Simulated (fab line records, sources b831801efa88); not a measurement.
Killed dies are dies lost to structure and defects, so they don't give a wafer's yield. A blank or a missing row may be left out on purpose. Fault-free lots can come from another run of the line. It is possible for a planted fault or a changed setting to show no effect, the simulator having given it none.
Lot-split experiment	flow sky130	route with 708 steps; 5 lots, 23 wafers read

## THE SPLIT ITSELF
At SKY_METAL2_SPUTTER_02 (material AlCu, target thk 250 nm, time 13.3 s), the setting time-s was moved away from the recipe's 13.3 s on 7 of the 23 wafers read, by -7.9% to +11.3%. The other wafers ran this setting at the recipe's value.

## FROM THE SPLIT TO THE READING: what the file shows between them, 3 steps
- SKY_METAL2_SPUTTER_03: material Ti, target thk 5 nm, time 3.3 s
- SKY_METAL2_SPUTTER_04: material TiN, target thk 70 nm, time 59.23 s
- SKY_METAL2_RS_MEAS_05: measures by four-point-probe

## THE READING
METAL2_ALCU_THK, in nm, at SKY_METAL2_THK_MEAS_06 (measures by xrf). A value of 249.2 nm with a standard deviation of 2.9 nm is what fault-free wafers of this fab line usually give.

wafer	tool, chamber at the split	time-s as run, s	against the recipe	METAL2_ALCU_THK, nm	against lot-mates on the recipe
L074.1	pvd-sputter-04, -	12.25	-7.9%	235.5	-20.2
L074.3	pvd-sputter-04, -	13.3	recipe	255.8	-
L074.4	pvd-sputter-04, -	12.25	-7.9%	235.6	-20.1
L074.5	pvd-sputter-04, -	12.25	-7.9%	235.1	-20.6
L074.6	pvd-sputter-04, -	13.3	recipe	255.5	-
L080.1	pvd-sputter-04, -	13.3	recipe	249.6	-
L080.2	pvd-sputter-04, -	14.8	+11.3%	277.9	+29.1
L080.3	pvd-sputter-04, -	13.3	recipe	245.9	-
L080.4	pvd-sputter-04, -	13.3	recipe	251.0	-
L080.5	pvd-sputter-04, -	14.8	+11.3%	276.9	+28.1
L081.1	pvd-sputter-04, -	13.3	recipe	248.4	-
L081.3	pvd-sputter-04, -	13.3	recipe	248.2	-
L081.6	pvd-sputter-04, -	13.3	recipe	249.9	-
L083.1	pvd-sputter-03, -	13.3	recipe	252.0	-
L083.2	pvd-sputter-03, -	13.3	recipe	247.8	-
L083.3	pvd-sputter-03, -	13.3	recipe	249.6	-
L083.4	pvd-sputter-03, -	13.3	recipe	250.7	-
L083.6	pvd-sputter-03, -	13.3	recipe	249.9	-
L085.1	pvd-sputter-01, -	13.3	recipe	247.1	-
L085.2	pvd-sputter-01, -	14.68	+10.4%	272.5	+25.5
L085.3	pvd-sputter-01, -	14.68	+10.4%	272.9	+25.9
L085.4	pvd-sputter-01, -	13.3	recipe	247.0	-
L085.5	pvd-sputter-01, -	13.3	recipe	247.0	-

THE FIT
A straight line over all 23 wafers: METAL2_ALCU_THK changes by +2.17 nm for each +1% of time-s; r = +0.97; the points scatter about the line by 2.7 nm.
The same after taking each lot's own level away (the mean of its wafers on the recipe; 23 wafers): +2.53 nm for each +1%; r = +1.00; scatter 1.1 nm.
According to that fit, moving time-s by its largest amount changes the reading by 28 nm.
The span of the lots' own levels, 247.03 to 255.65 nm, comes to 3.0 times the standard deviation stated above.
Hence the slope depends on the lot-to-lot level, as the two fits are not the same.
Check: for one of the wafers moved furthest among these (+11.3%), held out of the fit, the line's prediction against its lot-mates is +28.2 nm. Against them it came out at +29.1 nm.

## OTHER SPLITS APPLIED TO THESE WAFERS
Before the reading, these wafers also passed through other splits. Each is held against what the fit with the lots' levels taken away leaves over:
other split on the same wafers	wafers away from the commonest value	r with METAL2_ALCU_THK (lot level and that fit taken away)
SKY_VIA1_HDPCVD_00 sih4-flow-sccm	5	-0.20
SKY_VIA1_SPUTTER_20 chamber-pressure-pa	18	+0.03

## THE WHOLE CHAIN: every reading that the file lists as answering this split, in the file's order
step	what it does	reading	change (the file's fit)	r (the file's)
SKY_METAL2_SPUTTER_02	material AlCu, target thk 250 nm, time 13.3 s	AlCu_of_METAL2_SPUTTER_02.thk-nm (the simulator's own value, which no gauge read)	+2.54 nm for each +1% of the setting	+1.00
SKY_METAL2_RS_MEAS_05	measures by four-point-probe	METAL2_ALCU_RS	-0.00125 for each +1% of the setting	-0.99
SKY_METAL2_THK_MEAS_06	measures by xrf	METAL2_ALCU_THK	+2.52 for each +1% of the setting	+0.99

## FILE'S OWN FIT
METAL2_ALCU_THK changes by +2.52 nm for each +1% of time-s, r = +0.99.
